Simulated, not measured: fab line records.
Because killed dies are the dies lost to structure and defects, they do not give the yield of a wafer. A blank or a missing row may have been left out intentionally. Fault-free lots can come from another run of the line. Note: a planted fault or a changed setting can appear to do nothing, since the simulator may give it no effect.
Which tool was responsible? + flow sfqLine + route of 325 steps, sampled at 1 step: 13 lots, 39 wafers

## WHAT THE GAUGES SHOWED, per wafer
The record holds no reading of a measuring or inspecting step that can be judged against a usual standard deviation.

## WHICH TOOL RAN EACH LOT (tool, then ch and the chambers of the sampled wafers, then the start)
| lot  | SFQ_TRILAYER_I1_DEP_PECVD_045   |
|------|---------------------------------|
| L602 | pecvd-01 ch 0,1,2, day 18 14:19 |
| L603 | pecvd-04 ch 0,1,2, day 18 17:55 |
| L606 | pecvd-04 ch 0,1,2, day 18 22:43 |
| L607 | pecvd-03 ch 1,2, day 19 01:08   |
| L610 | pecvd-03 ch 1,2, day 19 07:07   |
| L611 | pecvd-01 ch 0,1,2, day 19 09:32 |
| L612 | pecvd-04 ch 0,1, day 19 10:43   |
| L613 | pecvd-04 ch 1,2, day 19 17:17   |
| L614 | pecvd-03 ch 1,2, day 19 18:31   |
| L621 | pecvd-04 ch 0,2, day 20 19:41   |
| L623 | pecvd-01 ch 0,1,2, day 34 13:29 |
| L624 | pecvd-03 ch 0,2, day 34 17:52   |
| L625 | pecvd-04 ch 0,2, day 35 02:16   |
- SFQ_TRILAYER_I1_DEP_PECVD_045: deposits SiO2 from SiH4/N2O, time 111.11 s, target thk 500 nm.

## WHAT THE TOOLS THEMSELVES READ (means of the sampled wafers that have a number; where no wafer has one, the mark that the record gives instead)
SFQ_TRILAYER_I1_DEP_PECVD_045.
| lot  | tool     | heaterPowerW (W) | runLengthS (s) | throttleValvePct (%) |
|------|----------|------------------|----------------|----------------------|
| L602 | pecvd-01 | 78               | 139.2          | 25.7                 |
| L603 | pecvd-04 | 78               | 139.4          | 23.4                 |
| L606 | pecvd-04 | 77               | 139.5          | 23.5                 |
| L607 | pecvd-03 | 62               | 139.4          | 26.4                 |
| L610 | pecvd-03 | 81               | 139.4          | 26.9                 |
| L611 | pecvd-01 | 79               | 139.0          | 25.9                 |
| L612 | pecvd-04 | 87               | 139.4          | 23.0                 |
| L613 | pecvd-04 | 75               | 139.4          | 23.5                 |
| L614 | pecvd-03 | 77               | 139.6          | 26.8                 |
| L621 | pecvd-04 | 75               | 141.3          | 23.7                 |
| L623 | pecvd-01 | 78               | 139.2          | 23.7                 |
| L624 | pecvd-03 | 65               | 139.4          | 25.4                 |
| L625 | pecvd-04 | 75               | 139.1          | 24.5                 |

## THE ANSWER, worked out from the rows above alone
Rule: what is usual is taken from the lots themselves. The widest of any qualifying gaps counts: lots, ordered by their means at a reading, are off when they make up no more than a third of the lots, leave a main group of 4 or more, and stand apart from it by 3 or more times the standard deviation of that group's means. Not used: any main group whose means are identical at the precision the tables above print for the reading. Also off: a lot with no number at a reading for which 4 or more lots have one. All remaining lots with rows at the step are treated as sound. The gauges are gone through in route order, then the tools' own readings, and for those a lot's mean is taken as printed above. At the first step where some lot is off, the reading lying furthest off is the one used; lots without a number count as furthest.
Off at SFQ_TRILAYER_I1_DEP_PECVD_045 (runLengthS): L621. The main group has a mean of 139.3 s with a standard deviation of 0.16.
A tool fits if, at that step or a process step before it, it ran every lot that is off, and no sound lot after the first of them. No candidate that was tried fits.

## WHAT WAS PUT IN BY THE SIMULATOR
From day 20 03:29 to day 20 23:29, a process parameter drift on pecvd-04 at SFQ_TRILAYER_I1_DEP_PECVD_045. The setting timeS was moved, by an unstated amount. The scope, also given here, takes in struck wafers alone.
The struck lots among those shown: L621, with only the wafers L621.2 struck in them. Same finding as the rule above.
